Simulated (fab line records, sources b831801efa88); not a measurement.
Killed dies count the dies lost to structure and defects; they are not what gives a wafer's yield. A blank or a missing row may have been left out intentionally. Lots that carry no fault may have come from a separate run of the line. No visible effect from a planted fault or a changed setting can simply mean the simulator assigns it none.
The tool behind it: which one? ; flow sky130 ; 11 lots, 33 wafers sampled, at 2 steps of a route of 708

## WHAT EACH GAUGE READ, for each wafer
SKY_VIA3_CD_MEAS_12: target cd 200 nm. Usual: cd-nm at 199.6 nm, with a standard deviation of 1.3.
lot;measured;on;cd-nm (nm);flag
L114;day 40 03:56;cd-sem-01;199.5 199.7 201.0;
L116;day 40 18:07;cd-sem-02;198.9 199.2 200.4;
L117;day 41 04:41;cd-sem-01;199.7 200.3 200.3;
L118;day 41 13:41;cd-sem-02;197.9 197.4 198.4;
L120;day 41 22:38;cd-sem-01;201.3 199.5 198.9;
L122;day 42 03:36;cd-sem-02;200.8 201.9 203.3;
L123;day 42 17:57;cd-sem-02;197.5 198.5 197.5;
L125;day 43 01:23;cd-sem-02;198.1 199.2 198.9;
L128;day 43 12:02;cd-sem-02;195.9 196.9 196.6;
L129;day 43 17:38;cd-sem-01;198.7 199.9 199.2;
L134;day 45 00:00;cd-sem-01;200.4 199.9 200.5;

SKY_VIA3_OVL_MEAS_13. Usual: VIA3_OVL gives 4 nm (standard deviation 4.8).
lot;measured;on;VIA3_OVL (nm);flag
L114;day 40 04:03;overlay-01;4 6 4;
L116;day 40 18:12;overlay-02;-2 4 9;
L117;day 41 04:46;overlay-02;5 2 3;
L118;day 41 13:48;overlay-01;6 9 -3;
L120;day 41 22:45;overlay-01;1 3 -2;
L122;day 42 03:43;overlay-02;-4 6 8;
L123;day 42 18:04;overlay-02;-5 -4 -5;
L125;day 43 01:31;overlay-02;2 -1 8;
L128;day 43 12:10;overlay-02;15 9 13;
L129;day 43 17:43;overlay-02;-1 -3 4;
L134;day 45 00:07;overlay-01;6 12 3;

## WHICH TOOL RAN EACH LOT (tool, then ch and the chambers of the sampled wafers, then the start)
No process step before these readings appears in the record.

## AS READ BY THE TOOLS THEMSELVES (means over the sampled wafers that have a number; for cases with no such wafer, the mark the record gives instead)
The record holds no such reading with a usual standard deviation.

## THE ANSWER, worked out from the rows above alone
Rule: lot off if the mean of its wafers having a number is beyond 3 standard deviations from the usual mean. A lot without any number at a reading at which 4 lots or more have one is off too. All remaining lots with rows at the step are treated as sound. First the gauges in route order, then the tools' own readings, where a lot's mean is used as printed above. At the first step where some lot is off, the reading lying furthest off is the one used; lots without a number count as furthest.
Nothing can be told from this: no lot is off at any reading shown.

## WHAT WAS PUT IN BY THE SIMULATOR
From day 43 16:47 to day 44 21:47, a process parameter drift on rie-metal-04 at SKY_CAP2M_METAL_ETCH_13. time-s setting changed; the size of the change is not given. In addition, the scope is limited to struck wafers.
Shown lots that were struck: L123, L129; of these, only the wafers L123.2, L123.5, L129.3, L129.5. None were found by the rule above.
